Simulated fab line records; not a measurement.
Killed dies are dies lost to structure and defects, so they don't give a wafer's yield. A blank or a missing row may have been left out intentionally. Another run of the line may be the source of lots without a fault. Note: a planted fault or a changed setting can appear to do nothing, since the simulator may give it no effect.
fab line records	flow sky130
record lots=5	wafers=15	last-day=50
route steps=708 shown CAP2M@616 METAL4@621 PAD_OPEN@708
lots that met no fault: taken from a fault-free run of the same line
start-h: hours from the record's opening day to when the first of the lot's shown wafers began	wait-h: hours elapsed since this lot's preceding step	" identical to the entry in the row above	L1.1+2: one row covering several wafers at once	- no value present, or no start provided	* or withheld: withheld	< > ~ a bound
route shown NAME@n: a module of which the file shows steps, and the number in the route of the first	usual: mean and standard deviation over wafers with no fault	same: alike in all rows	chamber/n: place in a boat	sites: each site's reading	_std_site: standard deviation of those values	_edge_site: mean of outer sites minus mean of inner sites	radius-mm: for every site, how far away it sits from the centre of the wafer	mask NAME#n: copy n	behind: the tool/chamber that last shaped the wafer	hold: what put the lot on hold/how long, in hours/how the hold closed	device: the n, p or np transistor that did not switch	end of line: the same wafers' tests at the end of the route	where a step has no rows: the recipe by itself	killed: at the first sort, the dies lost to defects and structure; wafer yield is something else	map: a wafer's dies, marking killed ones x, the rest . and places with no die _
set.NAME: the setting that was run; set.NAME@STEP: the one run at that earlier step	model.NAME: the simulator's own value behind a step, which no gauge read
certain route steps with their lots: each step a table, each wafer a row
services: a tool's chamber out of use, with start hour (start-h, from the record's first day; less than 0 if before it), hours out, and reason
## steps
# step SKY_CAP2M_METAL_ETCH_13
# recipe target-depth-nm=220	stop-on=SiO2	chemistry=Cl2/BCl3	target=TiN	pressure-mtorr=10	icp-w=900	bias-w=48.5	Cl2_flow_sccm=60	bcl3-flow-sccm=30	time-s=62.9
# usual bias-w=48.52/0.16	drypump-motor-current-A=6.0/0.45	he-backside-leak-sccm=3.4/0.35	oes-product-au=0.942/0.0075	throttle-valve-pct=21.901/0.01
lot.wafer	tool	chamber	start-h	wait-h	bias-w	drypump-motor-current-A	he-backside-leak-sccm	oes-product-au	rf-hours-counter-h	throttle-valve-pct
L691.1	rie-metal-02	1	1002.94	0.0	48.51	6.1	3.5	0.947	9	21.906
L691.3	"	0	"	"	48.56	6.5	3.0	0.944	-	21.894
L691.4	"	1	"	"	48.64	6.1	3.4	0.948	-	21.880
L690.1	rie-metal-04	0	1005.30	0.0	48.46	5.8	3.5	0.934	1	21.927
L690.2	"	1	"	"	48.75	5.5	3.2	0.938	6	21.889
L690.6	"	1	"	"	48.57	5.5	3.0	0.942	-	21.911
L696.1	rie-metal-01	0	1030.94	0.0	48.47	6.5	3.6	0.939	18	21.886
L696.2	"	1	"	"	48.96	5.4	2.9	0.952	5	21.903
L696.3	"	0	"	"	48.43	6.5	3.6	0.938	-	21.900
L707.1	rie-metal-01	1	1094.60	0.0	48.78	5.4	3.0	0.935	10	21.900
L707.2	"	0	"	"	48.52	6.6	3.7	0.934	23	21.897
L707.6	"	0	"	"	48.70	6.6	3.6	0.932	-	21.895
L708.1	rie-metal-04	1	1101.70	0.0	48.55	5.5	3.4	0.938	14	21.892
L708.5	"	1	"	"	48.59	5.5	3.3	0.926	-	21.907
L708.6	"	1	"	"	48.44	5.5	3.2	0.941	-	21.904
# step SKY_CAP2M_STRIP_14
# recipe chemistry=O2/N2	power-w=1400	pressure-mtorr=1500	platen-temp-c=withheld	o2-flow-sccm=3000	n2-flow-sccm=300	overash-fraction=0.5
# usual drypump-motor-current-A=5.8/0.56	n2-flow-sccm=299.8/0.87	oes-product-au=0.710/0.0049	strip-time-to-endpoint-s=12.66/0.049
# same overash-fraction=0.5
lot.wafer	tool	chamber	start-h	wait-h	drypump-motor-current-A	n2-flow-sccm	oes-product-au	rf-hours-counter-h	strip-time-to-endpoint-s
L691.1	plasma-asher-01	1	1003.01	0.1	5.2	298.8	0.712	127	12.72
L691.3	"	0	"	"	5.5	299.7	0.721	-	12.67
L691.4	"	1	"	"	5.1	299.4	0.719	-	12.74
L690.1	plasma-asher-01	0	1005.37	0.1	5.5	299.7	0.711	127	12.68
L690.2	"	1	"	"	5.2	298.8	0.704	127	12.62
L690.6	"	0	"	"	5.5	301.4	0.715	-	12.64
L696.1	plasma-asher-03	0	1031.01	0.1	6.5	299.8	0.713	53	12.66
L696.2	"	1	"	"	6.0	298.6	0.707	53	12.78
L696.3	"	0	"	"	6.5	300.2	0.710	-	12.69
L707.1	plasma-asher-01	1	1094.68	0.1	5.2	300.1	0.709	3	12.63
L707.2	"	0	"	"	5.5	301.1	0.710	3	12.57
L707.6	"	1	"	"	5.2	300.3	0.702	-	12.60
L708.1	plasma-asher-01	0	1101.85	0.1	5.5	300.7	0.702	4	12.66
L708.5	"	0	"	"	5.5	300.8	0.718	-	12.67
L708.6	"	1	"	"	5.2	299.9	0.711	-	12.61
# step SKY_CAP2M_STRIP_15
# recipe chemistry=post-etch-residue-remover	time-s=1200	temp-c=72.5
# step SKY_CAP2M_CLEAN_16
# recipe chemistry=IPA	time-s=180	temp-c=25
# step SKY_CAP2M_CLEAN_17
# recipe chemistry=O3/DIW	dry=n2-spin
# step SKY_METAL4_DEHYDRATE_05
# recipe temp-c=200	time-s=60
# step SKY_METAL4_HMDS_06
# recipe prime-time-s=60	prime-temp-c=120
# step SKY_METAL4_COAT_07
# recipe resist=BARC	temp-c=withheld	time-s=withheld	spin-rpm=3000	resist-thk-nm=60
# step SKY_METAL4_COAT_08
# recipe resist=KrF-thick	spin-rpm=3000	resist-thk-nm=1140
# step SKY_METAL4_SOFTBAKE_09
# recipe temp-c=100	time-s=90	resist=KrF-thick
# step SKY_METAL4_EXPOSE_10
# recipe mask-id=MM4	na=0.68	source-shape=annular	sigma-inner=0.4	sigma-outer=0.8	target-cd-nm=300	dose-mj=28
# step SKY_METAL4_PEB_11
# recipe peb-temp-c=withheld	peb-time-s=withheld	resist=KrF-thick
# step SKY_METAL4_DEVELOP_12
# recipe develop-time-s=60	resist=KrF-thick	dev-temp-c=21
# usual developer-temp-C=21.02/0.1	resist-line-temp-C=23.02/0.1
lot.wafer	tool	chamber	start-h	wait-h	developer-temp-C	resist-line-temp-C
L691.1	litho-track-01	0	1025	-	21.24	23.03
L691.3	"	0	"	"	21.08	23.16
L691.4	"	0	"	"	21.13	23.02
L690.1	litho-track-02	0	1027	-	21.07	23.19
L690.2	"	0	"	"	21.03	23.15
L690.6	"	0	"	"	20.96	23.10
L696.1	litho-track-02	0	1053	-	20.98	23.11
L696.2	"	0	"	"	20.93	22.87
L696.3	"	0	"	"	20.83	23.12
L707.1	litho-track-01	0	1115	-	21.10	23.17
L707.2	"	0	"	"	20.90	23.04
L707.6	"	0	"	"	20.99	23.12
L708.1	litho-track-01	0	1123	-	21.16	23.25
L708.5	"	0	"	"	21.00	23.09
L708.6	"	0	"	"	21.17	22.98
# step SKY_METAL4_CD_MEAS_13
# recipe target-cd-nm=300
# usual cd-nm=300.2/1.6
lot.wafer	tool	chamber	start-h	wait-h	cd-nm
L691.1	cd-sem-02	-	1025.66	-	299.5
L691.3	"	-	"	"	298.9
L691.4	"	-	"	"	300.6
L690.1	cd-sem-02	-	1027.85	-	302.0
L690.2	"	-	"	"	301.0
L690.6	"	-	"	"	302.1
L696.1	cd-sem-01	-	1053.80	-	302.7
L696.2	"	-	"	"	303.7
L696.3	"	-	"	"	303.1
L707.1	cd-sem-01	-	1115.61	-	300.2
L707.2	"	-	"	"	300.3
L707.6	"	-	"	"	299.3
L708.1	cd-sem-01	-	1123.71	-	299.7
L708.5	"	-	"	"	300.3
L708.6	"	-	"	"	298.2
# step SKY_METAL4_OVL_MEAS_14
# usual METAL4_OVL=1/4.7
lot.wafer	tool	chamber	start-h	wait-h	METAL4_OVL[nm]
L691.1	overlay-02	-	1025.78	0.1	4
L691.3	"	-	"	"	1
L691.4	"	-	"	"	-2
L690.1	overlay-02	-	1027.97	0.1	7
L690.2	"	-	"	"	8
L690.6	"	-	"	"	8
L696.1	overlay-02	-	1053.92	0.1	0
L696.2	"	-	"	"	-2
L696.3	"	-	"	"	-4
L707.1	overlay-01	-	1115.73	0.1	1
L707.2	"	-	"	"	-2
L707.6	"	-	"	"	1
L708.1	overlay-01	-	1123.83	0.1	-1
L708.5	"	-	"	"	3
L708.6	"	-	"	"	1
# step SKY_METAL4_DESCUM_15
# recipe chemistry=O2	source-power-w=150	bias-power-w=0	pressure-mtorr=10	temp-c=40	time-s=8
# usual drypump-motor-current-A=5.8/0.41	he-backside-leak-sccm=3.5/0.35	oes-product-au=1.003/0.0077
lot.wafer	tool	chamber	start-h	wait-h	drypump-motor-current-A	he-backside-leak-sccm	oes-product-au	rf-hours-counter-h	model.METAL4.cd-nm
L691.1	rie-metal-03	0	1025.82	0.0	5.4	3.3	0.998	6	299.3
L691.3	"	1	"	"	6.3	3.6	1.009	-	298.3
L691.4	"	0	"	"	5.4	3.3	1.005	-	300
L690.1	rie-metal-03	0	1028.01	0.0	5.4	3.3	0.993	6	301.6
L690.2	"	1	"	"	6.3	3.6	1.005	21	300.7
L690.6	"	1	"	"	6.3	3.6	1.007	-	302
L696.1	rie-metal-01	1	1053.96	0.0	5.4	3.0	0.991	6	303.2
L696.2	"	0	"	"	6.5	3.7	1.008	19	304.1
L696.3	"	0	"	"	6.5	3.7	1.014	-	303
L707.1	rie-metal-03	0	1115.77	0.0	5.4	3.3	1.008	13	300
L707.2	"	1	"	"	6.3	3.7	1.001	27	300
L707.6	"	1	"	"	6.3	3.7	1.007	-	299.1
L708.1	rie-metal-04	1	1123.87	0.0	5.5	5.8	1.007	16	300.3
L708.5	"	1	"	"	5.5	3.4	1.008	-	300.4
L708.6	"	0	"	"	5.8	3.5	1.008	-	298.2
# step SKY_METAL4_ETCH_16
# recipe chemistry=N2/H2	target=BARC	ion-energy-ev=195	bias-w=100	pressure-mtorr=30	n2-flow-sccm=100	h2-flow-sccm=200	icp-w=500	stop-on=SiO2	time-s=88.2	target-depth-a=600
# usual bias-w=100.03/0.29	drypump-motor-current-A=5.8/0.42	he-backside-leak-sccm=3.47/0.29	n2-flow-sccm=99.9/0.3	oes-product-au=0.625/0.0043	throttle-valve-pct=13.206/0.0098
lot.wafer	tool	chamber	start-h	wait-h	bias-w	drypump-motor-current-A	he-backside-leak-sccm	n2-flow-sccm	oes-product-au	rf-hours-counter-h	throttle-valve-pct
L691.1	rie-metal-03	0	1025.85	0.0	100.08	5.4	3.47	100.2	0.629	6	13.189
L691.3	"	1	"	"	99.85	6.3	3.48	100.0	0.619	-	13.210
L691.4	"	0	"	"	100.14	5.4	3.46	100.2	0.623	-	13.200
L690.1	rie-metal-03	0	1028.04	0.0	100.01	5.5	3.54	99.9	0.627	6	13.191
L690.2	"	1	"	"	100.29	6.3	3.59	100.1	0.628	21	13.198
L690.6	"	1	"	"	100.24	6.3	3.57	99.8	0.629	-	13.202
L696.1	rie-metal-01	1	1053.99	0.0	99.61	5.4	3.27	99.9	0.625	6	13.206
L696.2	"	0	"	"	100.12	6.5	3.68	100.2	0.626	19	13.199
L696.3	"	0	"	"	100.36	6.6	3.63	100.0	0.625	-	13.224
L707.1	rie-metal-03	0	1115.80	0.0	100.01	5.5	3.45	100.0	0.627	13	13.178
L707.2	"	1	"	"	99.98	6.3	3.63	99.2	0.623	27	13.203
L707.6	"	1	"	"	99.88	6.3	3.66	99.8	0.624	-	13.238
L708.1	rie-metal-04	1	1123.90	0.0	99.65	5.5	3.45	99.8	0.623	16	13.204
L708.5	"	1	"	"	99.74	5.5	3.13	100.3	0.625	-	13.203
L708.6	"	0	"	"	100.02	5.8	3.56	100.1	0.624	-	13.202
# step SKY_METAL4_ETCH_17
# recipe target=SiO2	stop-on=TiN	chemistry=C4F8/O2/Ar	source-w=1500	bias-w=1200	pressure-mtorr=40	c4f8-flow-sccm=withheld	O2_flow_sccm=6	Ar_flow_sccm=300	time-s=3.9	target-depth-a=150
# usual bias-w=1200/3.3	oes-product-au=0.756/0.0072
lot.wafer	tool	chamber	start-h	wait-h	bias-w	oes-product-au	model.METAL4.cd-nm
L691.1	rie-diel-03	2	1025.95	0.1	1200	0.753	300.9
L691.3	"	0	"	"	1198	0.760	297.3
L691.4	"	3	"	"	1193	0.757	301.2
L690.1	rie-diel-01	0	1028.14	0.1	1195	0.752	303.4
L690.2	"	1	"	"	1198	0.758	299
L690.6	"	3	"	"	1201	0.756	300.4
L696.1	rie-diel-01	1	1054.09	0.1	1202	0.738	304.5
L696.2	"	2	"	"	1199	0.759	304.2
L696.3	"	0	"	"	1196	0.751	302.2
L707.1	rie-diel-01	0	1115.90	0.1	1197	0.752	300.8
L707.2	"	3	"	"	1197	0.749	298.9
L707.6	"	1	"	"	1195	0.760	298.1
L708.1	rie-diel-01	3	1124.00	0.1	1199	0.754	298.9
L708.5	"	3	"	"	1193	0.759	298.8
L708.6	"	0	"	"	1204	0.761	298.6
# step SKY_METAL4_METAL_ETCH_18
# recipe target-depth-a=8450	stop-on=SiO2	over-etch-frac=0.3	time-s=183.1	chemistry=Cl2/BCl3	resist-sidewall-deg=88	pressure-mtorr=10	icp-w=900	bias-w=48.5	Cl2_flow_sccm=60	bcl3-flow-sccm=30
# usual bias-w=48.49/0.12	drypump-motor-current-A=5.8/0.42	he-backside-leak-sccm=3.44/0.23	oes-product-au=0.865/0.0064	throttle-valve-pct=22.265/0.0093
lot.wafer	tool	chamber	start-h	wait-h	bias-w	drypump-motor-current-A	he-backside-leak-sccm	oes-product-au	rf-hours-counter-h	throttle-valve-pct
L691.1	rie-metal-04	1	1025.97	0.0	48.22	5.5	3.36	0.860	7	22.289
L691.3	"	1	"	"	48.35	5.6	3.61	0.862	-	22.254
L691.4	"	0	"	"	48.71	5.8	3.62	0.861	-	22.280
L690.1	rie-metal-04	0	1028.16	0.0	48.46	5.9	3.59	0.870	2	22.268
L690.2	"	1	"	"	48.41	5.5	3.55	0.856	7	22.266
L690.6	"	0	"	"	48.49	5.8	3.60	0.864	-	22.280
L696.1	rie-metal-03	0	1054.11	0.0	48.68	5.4	3.60	0.862	8	22.277
L696.2	"	1	"	"	48.70	6.3	3.54	0.870	23	22.269
L696.3	"	0	"	"	48.50	5.4	3.37	0.865	-	22.253
L707.1	rie-metal-04	1	1115.92	0.0	48.35	5.5	3.49	0.858	15	22.278
L707.2	"	0	"	"	48.51	5.8	3.70	0.862	6	22.271
L707.6	"	0	"	"	48.67	5.8	3.55	0.859	-	22.265
L708.1	rie-metal-03	0	1124.02	0.0	48.34	5.4	3.67	0.867	13	22.262
L708.5	"	1	"	"	48.63	6.3	3.59	0.869	-	22.255
L708.6	"	0	"	"	48.55	5.4	3.55	0.862	-	22.281
# step SKY_PAD_OPEN_PROBE_99
# usual defect-limited-yield=82.4/1.8	killed_at_M0_to_M3=43/6.8	killed_at_M4_up=3.1/1.6	killed-at-contacts=24/5.4	killed-at-front-end=16/4.4	killed-at-other=0.2/0.48	killed-dies=87/8.8	killed-open=48/6.4	killed-short=39/6.2	sort_bin_3_pad_short=0.9/0.43	sort_bin_5_function=10.5/1.4	sort_bin_6_memory=6.2/1.1	sort-n-pass=405/8.8	sort-yield-pct=82.4/1.8
# same gross-dies=492	killed-at-back-side=0	sort_bin_4_leakage[%]=0	sort_bin_8_speed[%]=0
lot.wafer	tool	chamber	start-h	wait-h	defect-limited-yield[%]	killed_at_M0_to_M3	killed_at_M4_up	killed-at-contacts	killed-at-front-end	killed-at-other	killed-dies	killed-open	killed-short	sort_bin_3_pad_short[%]	sort_bin_5_function[%]	sort_bin_6_memory[%]	sort-n-pass	sort-yield-pct[%]
L690.1	prober-02	-	1118.58	0.1	84.6	37	3	20	15	1	76	39	37	0.6	9.6	5.3	416	84.6
L690.2	prober-02	-	1118.63	0.1	81.9	42	3	29	15	0	89	40	49	1.2	9.8	7.1	403	81.9
L690.6	prober-02	-	1118.83	0.2	84.8	49	1	15	10	0	75	39	36	1.4	9.8	4.1	417	84.8
L696.3	prober-01	-	1141.68	0.2	79.7	47	0	33	20	0	100	58	42	1.4	10.6	8.3	392	79.7
L707.1	prober-01	-	1191.63	0.1	81.3	47	1	25	19	0	92	66	26	0.6	11.0	7.1	400	81.3
L707.2	prober-01	-	1191.68	0.1	85.8	38	3	17	12	0	70	42	28	0	8.5	5.7	422	85.8
L707.6	prober-01	-	1191.88	0.2	82.3	54	1	14	18	0	87	47	40	1.2	10.2	6.3	405	82.3
L708.1	prober-01	-	1198.98	0.1	83.1	40	2	23	18	0	83	45	38	0.4	11.0	5.5	409	83.1
L708.5	prober-01	-	1199.18	0.2	85.2	29	5	24	15	0	73	34	39	1.2	9.3	4.3	419	85.2
L708.6	prober-01	-	1199.23	0.2	85.2	30	1	32	10	0	73	42	31	1.8	8.7	4.3	419	85.2
# killed by level:class
L690.1 VIA1:geometric-particle:open=11 METAL1:geometric-particle:short=8 CONTACT:geometric-particle:open=7 FIELD_ISO:geometric-particle:open=5 VIA2:geometric-particle:open=5 LI_CONTACT:geometric-particle:open=5 CONTACT:geometric-particle:short=4 METAL2:geometric-particle:short=4
L690.2 CONTACT:geometric-particle:open=12 METAL2:geometric-particle:short=9 VIA1:geometric-particle:open=7 LI_CONTACT:geometric-particle:short=6 POLY_GATE:geometric-particle:short=5 VIA1:geometric-particle:short=5 METAL3:geometric-particle:short=5 LI_CONTACT:geometric-particle:open=4
L690.6 VIA1:geometric-particle:open=12 VIA2:geometric-particle:open=7 CONTACT:geometric-particle:open=6 METAL1:geometric-particle:short=6 METAL2:geometric-particle:short=5 VIA1:geometric-particle:short=5 LI_CONTACT:geometric-particle:open=4 METAL2:geometric-particle:open=4
L696.3 CONTACT:geometric-particle:open=13 VIA1:geometric-particle:open=11 LI_CONTACT:geometric-particle:open=7 VIA3:geometric-particle:open=7 LOCAL_INTERCONNECT:geometric-particle:short=6 VIA1:geometric-particle:short=6 FIELD_ISO:geometric-particle:short=5 FIELD_ISO:geometric-particle:open=5
L707.1 VIA1:geometric-particle:open=17 LI_CONTACT:geometric-particle:open=10 CONTACT:geometric-particle:open=9 VIA3:geometric-particle:open=7 POLY_GATE:geometric-particle:open=6 VIA2:geometric-particle:open=6 VIA2:geometric-particle:short=5 METAL3:geometric-particle:short=5
L707.2 VIA1:geometric-particle:open=14 POLY_GATE:geometric-particle:short=6 CONTACT:geometric-particle:open=6 METAL2:geometric-particle:short=6 POLY_GATE:geometric-particle:open=4 LI_CONTACT:geometric-particle:open=4 METAL1:geometric-particle:short=4 VIA3:geometric-particle:open=4
L707.6 METAL2:geometric-particle:short=11 VIA1:geometric-particle:open=9 VIA2:geometric-particle:open=7 POLY_GATE:geometric-particle:open=7 VIA1:geometric-particle:short=6 VIA3:geometric-particle:open=6 METAL1:geometric-particle:short=5 LI_CONTACT:geometric-particle:open=5
L708.1 LI_CONTACT:geometric-particle:open=8 FIELD_ISO:geometric-particle:open=6 VIA1:geometric-particle:open=6 METAL2:geometric-particle:short=6 LI_CONTACT:geometric-particle:short=5 CONTACT:geometric-particle:open=5 METAL3:geometric-particle:short=5 VIA3:geometric-particle:open=5
L708.5 LI_CONTACT:geometric-particle:open=7 CONTACT:geometric-particle:open=7 FIELD_ISO:geometric-particle:short=6 VIA2:geometric-particle:open=6 LOCAL_INTERCONNECT:geometric-particle:short=6 METAL1:geometric-particle:short=4 METAL2:geometric-particle:short=4 FIELD_ISO:geometric-particle:open=3
L708.6 CONTACT:geometric-particle:open=10 LI_CONTACT:geometric-particle:open=8 CONTACT:geometric-particle:short=7 VIA3:geometric-particle:open=6 VIA2:geometric-particle:open=5 LI_CONTACT:geometric-particle:short=4 VIA1:geometric-particle:open=4 METAL2:geometric-particle:short=4
## services
tool	chamber	start-h	hours	kind
rie-metal-01	-	992.00	36.1	repair
plasma-asher-01	-	1011.11	1.3	repair
rie-diel-01	2	1025.53	2.7	repair
rie-metal-01	-	1028.12	1.4	pm
rie-metal-04	0	1035.40	6.4	repair
rie-metal-04	-	1051.82	15.6	pm
rie-diel-03	0	1052.98	5.5	repair
plasma-asher-01	-	1055.25	9.0	pm
plasma-asher-01	0	1055.25	9.0	vent-cycle
plasma-asher-01	1	1055.25	9.0	vent-cycle
plasma-asher-01	0	1064.25	-	clean
plasma-asher-01	1	1064.25	-	clean
rie-diel-03	3	1065.14	13.8	repair
rie-metal-03	-	1069.04	4.0	pm
rie-metal-04	0	1087.94	19.3	repair
rie-diel-01	1	1093.02	7.4	repair
plasma-asher-03	-	1101.20	2.8	pm
rie-diel-03	0	1114.13	8.2	repair
plasma-asher-01	-	1115.72	2.8	pm
rie-metal-01	1	1118.25	6.8	repair
plasma-asher-03	-	1118.33	4.1	repair
plasma-asher-01	-	1120.36	2.6	repair
rie-diel-03	-	1121.48	15.6	pm
## key
first-sign none at tools or gauges
model-effect step=SKY_METAL4_DESCUM_15	value=METAL4.cd-nm	without=299.8	struck=303.4
model-effect step=SKY_METAL4_ETCH_17	value=METAL4.cd-nm	without=300	struck=303.7
met-at SKY_METAL4_DEVELOP_12
struck-wafers L696.1,L696.2,L696.3
onset-between 1027 1053
also-fits SKY_CAP2M_STRIP_14:plasma-asher-03,SKY_METAL4_DESCUM_15:rie-metal-01
fault kind=process-parameter-drift	tool=litho-track-02	chamber=-	onset-h=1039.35	steps=SKY_METAL4_DEVELOP_12	channel=develop-time-s	offset=*	shape=step	end-h=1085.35	acts-in=*	stated=*
